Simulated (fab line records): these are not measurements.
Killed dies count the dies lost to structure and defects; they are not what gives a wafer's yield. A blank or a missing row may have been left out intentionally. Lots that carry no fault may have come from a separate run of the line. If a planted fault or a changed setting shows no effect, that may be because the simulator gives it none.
What tool caused it? -- flow gf180mcu -- 18 wafers from 6 lots sampled at 2 of the route's 602 steps

== WHAT THE GAUGES READ, wafer by wafer ==
GF_STI_CD_MEAS_12 targets a cd of 220 nm.
lot,measured,on,cd_nm (nm)
L747,day 2 07:14,cd_sem-01,220.5 219.8 221.1
L750,day 2 22:05,cd_sem-02,231.1 231.5 229.8
L755,day 4 00:07,cd_sem-02,218.1 218.7 218.4
L757,day 4 09:31,cd_sem-01,226.9 226.8 226.6
L761,day 5 07:14,cd_sem-01,219.0 219.1 219.6
L767,day 6 13:45,cd_sem-02,220.8 220.2 221.6

== WHAT TOOL EACH LOT RAN ON (gives the tool, then ch and the chambers of the sampled wafers, and finally the start) ==
lot,GF_STI_EXPOSE_09
L747,"krf_scanner-02 ch 0, day 2 01:23"
L750,"krf_scanner-02 ch 0, day 2 15:46"
L755,"krf_scanner-01 ch 0, day 3 17:43"
L757,"krf_scanner-02 ch 0, day 4 03:37"
L761,"krf_scanner-01 ch 0, day 5 00:14"
L767,"krf_scanner-01 ch 0, day 6 06:01"
- GF_STI_EXPOSE_09: exposes mask COMP, target cd 220 nm.

== THE ANSWER, worked out from the rows above alone ==
Rule: what is usual is taken from the lots themselves. Put in order of their means at a reading, lots are off if they are a third of the lots or fewer, leave a main group of 4 or more, and stand apart from it by a gap of 3 or more times the standard deviation of the main group's means; of several such gaps the widest counts. If all means in a main group match to the digits the tables above print for the reading, that group is not used. A lot without any number at a reading at which 4 lots or more have one is off too. Where the step has rows for the other lots, those lots are counted as sound.
Off at GF_STI_CD_MEAS_12 (cd_nm): L750, L757. For the main group the mean is 219.7 nm and the standard deviation 0.98.
A tool fits if, at a process step before that reading, it ran every lot that is off, and no sound lot after the first of them. Gauges at GF_STI_CD_MEAS_12: tried the same way as those tools. One candidate fits, namely krf_scanner-02 at GF_STI_EXPOSE_09. A fault onset in the window from L747 (day 2 01:23, its last sound lot) to L750 (day 2 15:46, its first lot off) fits.

== WHAT WAS PUT IN BY THE SIMULATOR ==
Process parameters drifting: krf_scanner-02 at GF_STI_EXPOSE_09, beginning at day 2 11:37. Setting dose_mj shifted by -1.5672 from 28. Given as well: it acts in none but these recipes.
Shown lots that were struck: L750, L757. The rule given above showed the same thing.
